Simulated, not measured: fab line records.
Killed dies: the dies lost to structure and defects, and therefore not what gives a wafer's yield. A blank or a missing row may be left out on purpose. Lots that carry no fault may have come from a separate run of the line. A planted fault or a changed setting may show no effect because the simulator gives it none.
Which tool was responsible? || flow sky130 || Sampling: 13 lots, 39 wafers, 6 of 708 route steps

## WHAT THE GAUGES SHOWED, per wafer
SKY_GATE_OXIDE_THK_MEAS_02. Usual: GATE_OXIDE_OXIDATION_00_THK typically reads 10.25 nm, with standard deviation 0.19.
{"lot": "L352", "measured": "day 13 16:50", "on": "film_metro-03", "GATE_OXIDE_OXIDATION_00_THK (nm)": "10.46 10.37 10.63", "flag": ""}
{"lot": "L353", "measured": "day 13 17:10", "on": "film_metro-03", "GATE_OXIDE_OXIDATION_00_THK (nm)": "10.47 10.36 10.30", "flag": ""}
{"lot": "L354", "measured": "day 14 04:16", "on": "film_metro-03", "GATE_OXIDE_OXIDATION_00_THK (nm)": "10.08 9.93 10.01", "flag": ""}
{"lot": "L355", "measured": "day 14 08:06", "on": "film_metro-02", "GATE_OXIDE_OXIDATION_00_THK (nm)": "10.06 10.12 10.16", "flag": ""}
{"lot": "L356", "measured": "day 14 23:16", "on": "film_metro-04", "GATE_OXIDE_OXIDATION_00_THK (nm)": "10.13 10.21 10.16", "flag": ""}
{"lot": "L357", "measured": "day 15 04:10", "on": "film_metro-02", "GATE_OXIDE_OXIDATION_00_THK (nm)": "10.32 10.38 10.35", "flag": ""}
{"lot": "L359", "measured": "day 15 23:25", "on": "film_metro-02", "GATE_OXIDE_OXIDATION_00_THK (nm)": "10.21 10.18 10.32", "flag": ""}
{"lot": "L360", "measured": "day 16 14:08", "on": "film_metro-04", "GATE_OXIDE_OXIDATION_00_THK (nm)": "10.43 10.49 10.48", "flag": ""}
{"lot": "L361", "measured": "day 17 00:16", "on": "film_metro-02", "GATE_OXIDE_OXIDATION_00_THK (nm)": "10.18 10.21 10.34", "flag": ""}
{"lot": "L364", "measured": "day 17 17:04", "on": "film_metro-04", "GATE_OXIDE_OXIDATION_00_THK (nm)": "10.48 10.48 10.54", "flag": ""}
{"lot": "L365", "measured": "day 18 02:20", "on": "film_metro-04", "GATE_OXIDE_OXIDATION_00_THK (nm)": "10.15 10.23 10.33", "flag": ""}
{"lot": "L367", "measured": "day 18 23:47", "on": "film_metro-04", "GATE_OXIDE_OXIDATION_00_THK (nm)": "10.40 10.36 10.23", "flag": ""}
{"lot": "L373", "measured": "day 21 03:16", "on": "film_metro-02", "GATE_OXIDE_OXIDATION_00_THK (nm)": "10.33 10.34 10.16", "flag": ""}

SKY_SD_P_CD_MEAS_07: target cd 380 nm. Usual: 379.7 nm for cd_nm, sd 2.8.
{"lot": "L352", "measured": "day 26 10:17", "on": "cd_sem-02", "cd_nm (nm)": "377.5 378.1 379.1", "flag": ""}
{"lot": "L353", "measured": "day 26 10:35", "on": "cd_sem-02", "cd_nm (nm)": "380.0 380.7 381.1", "flag": ""}
{"lot": "L354", "measured": "day 26 22:50", "on": "cd_sem-02", "cd_nm (nm)": "385.7 384.5 384.9", "flag": ""}
{"lot": "L355", "measured": "day 27 03:07", "on": "cd_sem-02", "cd_nm (nm)": "377.3 376.1 377.2", "flag": ""}
{"lot": "L356", "measured": "day 27 19:23", "on": "cd_sem-01", "cd_nm (nm)": "379.9 380.2 381.9", "flag": ""}
{"lot": "L357", "measured": "day 28 00:11", "on": "cd_sem-02", "cd_nm (nm)": "376.3 375.5 378.2", "flag": ""}
{"lot": "L359", "measured": "day 29 02:59", "on": "cd_sem-02", "cd_nm (nm)": "383.5 385.0 383.0", "flag": ""}
{"lot": "L360", "measured": "day 29 14:33", "on": "cd_sem-01", "cd_nm (nm)": "378.8 380.7 379.1", "flag": ""}
{"lot": "L361", "measured": "day 30 00:41", "on": "cd_sem-01", "cd_nm (nm)": "378.5 381.3 378.7", "flag": ""}
{"lot": "L364", "measured": "day 30 13:32", "on": "cd_sem-02", "cd_nm (nm)": "- - -", "flag": "OFF"}
{"lot": "L365", "measured": "day 30 22:05", "on": "cd_sem-01", "cd_nm (nm)": "381.0 380.5 380.1", "flag": ""}
{"lot": "L367", "measured": "day 31 19:30", "on": "cd_sem-01", "cd_nm (nm)": "382.5 384.8 383.0", "flag": ""}
{"lot": "L373", "measured": "day 33 10:47", "on": "cd_sem-02", "cd_nm (nm)": "378.2 375.4 379.6", "flag": ""}

SKY_SD_P_TW_MEAS_11. Usual: SD_P_TW typically reads 2827, with standard deviation 19.
{"lot": "L352", "measured": "day 26 10:41", "on": "film_metro-01", "SD_P_TW": "2809 2804 2816", "flag": ""}
{"lot": "L353", "measured": "day 26 10:59", "on": "film_metro-02", "SD_P_TW": "2819 2835 2836", "flag": ""}
{"lot": "L354", "measured": "day 26 23:14", "on": "film_metro-01", "SD_P_TW": "2818 2812 2810", "flag": ""}
{"lot": "L355", "measured": "day 27 03:31", "on": "film_metro-03", "SD_P_TW": "2846 2841 2848", "flag": ""}
{"lot": "L356", "measured": "day 27 19:47", "on": "film_metro-03", "SD_P_TW": "2856 2834 2842", "flag": ""}
{"lot": "L357", "measured": "day 28 00:35", "on": "film_metro-03", "SD_P_TW": "2857 2856 2856", "flag": ""}
{"lot": "L359", "measured": "day 29 03:23", "on": "film_metro-01", "SD_P_TW": "2796 2774 2797", "flag": ""}
{"lot": "L360", "measured": "day 29 14:57", "on": "film_metro-02", "SD_P_TW": "2832 2822 2825", "flag": ""}
{"lot": "L361", "measured": "day 30 01:05", "on": "film_metro-03", "SD_P_TW": "2854 2843 2840", "flag": ""}
{"lot": "L364", "measured": "day 30 13:56", "on": "film_metro-03", "SD_P_TW": "30 30 30", "flag": "OFF"}
{"lot": "L365", "measured": "day 30 22:29", "on": "film_metro-03", "SD_P_TW": "2855 2854 2844", "flag": ""}
{"lot": "L367", "measured": "day 31 19:54", "on": "film_metro-01", "SD_P_TW": "2810 2821 2813", "flag": ""}
{"lot": "L373", "measured": "day 33 11:11", "on": "film_metro-01", "SD_P_TW": "2796 2806 2797", "flag": ""}

SKY_CONTACT_THK_MEAS_26: measures by xrf. Usual: CONTACT_W_THK typically reads 354 nm, with standard deviation 5.4.
{"lot": "L352", "measured": "day 32 12:26", "on": "film_metro-01", "CONTACT_W_THK (nm)": "355 347 347", "flag": ""}
{"lot": "L353", "measured": "day 32 13:40", "on": "film_metro-02", "CONTACT_W_THK (nm)": "354 353 353", "flag": ""}
{"lot": "L354", "measured": "day 32 23:25", "on": "film_metro-01", "CONTACT_W_THK (nm)": "349 348 348", "flag": ""}
{"lot": "L355", "measured": "day 33 09:15", "on": "film_metro-01", "CONTACT_W_THK (nm)": "356 358 360", "flag": ""}
{"lot": "L356", "measured": "day 33 19:29", "on": "film_metro-04", "CONTACT_W_THK (nm)": "355 358 363", "flag": ""}
{"lot": "L357", "measured": "day 34 00:31", "on": "film_metro-01", "CONTACT_W_THK (nm)": "350 352 349", "flag": ""}
{"lot": "L359", "measured": "day 34 23:58", "on": "film_metro-02", "CONTACT_W_THK (nm)": "357 362 362", "flag": ""}
{"lot": "L360", "measured": "day 35 10:31", "on": "film_metro-02", "CONTACT_W_THK (nm)": "360 357 358", "flag": ""}
{"lot": "L361", "measured": "day 35 20:58", "on": "film_metro-04", "CONTACT_W_THK (nm)": "347 355 353", "flag": ""}
{"lot": "L364", "measured": "day 36 05:43", "on": "film_metro-04", "CONTACT_W_THK (nm)": "361 364 372", "flag": ""}
{"lot": "L365", "measured": "day 36 17:02", "on": "film_metro-02", "CONTACT_W_THK (nm)": "345 351 351", "flag": ""}
{"lot": "L367", "measured": "day 37 14:07", "on": "film_metro-04", "CONTACT_W_THK (nm)": "353 353 348", "flag": ""}
{"lot": "L373", "measured": "day 39 04:01", "on": "film_metro-01", "CONTACT_W_THK (nm)": "343 350 353", "flag": ""}

SKY_VIA1_THK_MEAS_23: measures by xrf. Usual: VIA1_W_THK typically reads 279 nm, with standard deviation 4.1.
{"lot": "L352", "measured": "day 34 20:00", "on": "film_metro-02", "VIA1_W_THK (nm)": "285 285 280", "flag": ""}
{"lot": "L353", "measured": "day 34 21:45", "on": "film_metro-03", "VIA1_W_THK (nm)": "280 275 276", "flag": ""}
{"lot": "L354", "measured": "day 35 07:44", "on": "film_metro-03", "VIA1_W_THK (nm)": "285 286 291", "flag": ""}
{"lot": "L355", "measured": "day 35 17:20", "on": "film_metro-02", "VIA1_W_THK (nm)": "287 284 286", "flag": ""}
{"lot": "L356", "measured": "day 36 03:42", "on": "film_metro-01", "VIA1_W_THK (nm)": "281 277 280", "flag": ""}
{"lot": "L357", "measured": "day 36 07:32", "on": "film_metro-02", "VIA1_W_THK (nm)": "281 272 276", "flag": ""}
{"lot": "L359", "measured": "day 37 07:09", "on": "film_metro-03", "VIA1_W_THK (nm)": "284 280 286", "flag": ""}
{"lot": "L360", "measured": "day 37 16:10", "on": "film_metro-03", "VIA1_W_THK (nm)": "275 276 277", "flag": ""}
{"lot": "L361", "measured": "day 38 03:47", "on": "film_metro-03", "VIA1_W_THK (nm)": "276 275 277", "flag": ""}
{"lot": "L364", "measured": "day 38 11:57", "on": "film_metro-01", "VIA1_W_THK (nm)": "278 279 279", "flag": ""}
{"lot": "L365", "measured": "day 38 22:44", "on": "film_metro-03", "VIA1_W_THK (nm)": "277 275 273", "flag": ""}
{"lot": "L367", "measured": "day 39 20:22", "on": "film_metro-03", "VIA1_W_THK (nm)": "284 284 284", "flag": ""}
{"lot": "L373", "measured": "day 41 08:59", "on": "film_metro-03", "VIA1_W_THK (nm)": "278 275 276", "flag": ""}

## WHICH TOOL RAN EACH LOT (tool, then ch and the chambers of the sampled wafers, then the start)
{"lot": "L352", "SKY_SD_P_EXPOSE_04": "iline_stepper-02 ch 0, day 25 19:26"}
{"lot": "L353", "SKY_SD_P_EXPOSE_04": "iline_stepper-01 ch 0, day 25 19:46"}
{"lot": "L354", "SKY_SD_P_EXPOSE_04": "iline_stepper-02 ch 0, day 26 08:43"}
{"lot": "L355", "SKY_SD_P_EXPOSE_04": "iline_stepper-02 ch 0, day 26 13:14"}
{"lot": "L356", "SKY_SD_P_EXPOSE_04": "iline_stepper-01 ch 0, day 27 04:44"}
{"lot": "L357", "SKY_SD_P_EXPOSE_04": "iline_stepper-02 ch 0, day 27 09:19"}
{"lot": "L359", "SKY_SD_P_EXPOSE_04": "iline_stepper-01 ch 0, day 28 12:20"}
{"lot": "L360", "SKY_SD_P_EXPOSE_04": "iline_stepper-01 ch 0, day 29 01:11"}
{"lot": "L361", "SKY_SD_P_EXPOSE_04": "iline_stepper-01 ch 0, day 29 10:37"}
{"lot": "L364", "SKY_SD_P_EXPOSE_04": "iline_stepper-01 ch 0, day 29 23:37"}
{"lot": "L365", "SKY_SD_P_EXPOSE_04": "iline_stepper-02 ch 0, day 30 08:34"}
{"lot": "L367", "SKY_SD_P_EXPOSE_04": "iline_stepper-01 ch 0, day 31 06:03"}
{"lot": "L373", "SKY_SD_P_EXPOSE_04": "iline_stepper-01 ch 0, day 32 21:52"}
- SKY_SD_P_EXPOSE_04: exposes mask PSDM, target cd 380 nm.

## WHAT THE TOOLS THEMSELVES READ (means of the sampled wafers that have a number; where no wafer has one, the mark that the record gives instead)
SKY_SD_P_EXPOSE_04. Usual: stage_vel_mm_s 500.03 mm/s, standard deviation 0.26.
{"lot": "L352", "tool": "iline_stepper-02", "stage_vel_mm_s (mm/s)": 500.32, "flag": ""}
{"lot": "L353", "tool": "iline_stepper-01", "stage_vel_mm_s (mm/s)": 500.22, "flag": ""}
{"lot": "L354", "tool": "iline_stepper-02", "stage_vel_mm_s (mm/s)": 500.10, "flag": ""}
{"lot": "L355", "tool": "iline_stepper-02", "stage_vel_mm_s (mm/s)": 499.76, "flag": ""}
{"lot": "L356", "tool": "iline_stepper-01", "stage_vel_mm_s (mm/s)": 499.89, "flag": ""}
{"lot": "L357", "tool": "iline_stepper-02", "stage_vel_mm_s (mm/s)": 499.88, "flag": ""}
{"lot": "L359", "tool": "iline_stepper-01", "stage_vel_mm_s (mm/s)": 499.72, "flag": ""}
{"lot": "L360", "tool": "iline_stepper-01", "stage_vel_mm_s (mm/s)": 500.17, "flag": ""}
{"lot": "L361", "tool": "iline_stepper-01", "stage_vel_mm_s (mm/s)": 500.01, "flag": ""}
{"lot": "L364", "tool": "iline_stepper-01", "stage_vel_mm_s (mm/s)": 500.09, "flag": ""}
{"lot": "L365", "tool": "iline_stepper-02", "stage_vel_mm_s (mm/s)": 500.06, "flag": ""}
{"lot": "L367", "tool": "iline_stepper-01", "stage_vel_mm_s (mm/s)": 500.10, "flag": ""}
{"lot": "L373", "tool": "iline_stepper-01", "stage_vel_mm_s (mm/s)": 499.81, "flag": ""}

## THE ANSWER, worked out from the rows above alone
Rule: lot off if the mean of its wafers having a number is beyond 3 standard deviations from the usual mean. A lot without any number at a reading at which 4 lots or more have one is off too. All remaining lots with rows at the step are treated as sound. First the gauges in route order, then the tools' own readings, where a lot's mean is used as printed above. At the first step where some lot is off, the reading lying furthest off is the one used; lots without a number count as furthest.
Off at SKY_SD_P_CD_MEAS_07 (cd_nm): L364. Without a number there: L364.
If a tool, at a process step before that reading, ran all the lots that are off and no sound lot after the first of them, it fits. The gauges at SKY_SD_P_CD_MEAS_07 aren't tried: what is off there is off at SKY_SD_P_TW_MEAS_11 too, on other tools, and a gauge's error can't cause that. None of those tried fits.

## WHAT THE SIMULATOR PUT IN
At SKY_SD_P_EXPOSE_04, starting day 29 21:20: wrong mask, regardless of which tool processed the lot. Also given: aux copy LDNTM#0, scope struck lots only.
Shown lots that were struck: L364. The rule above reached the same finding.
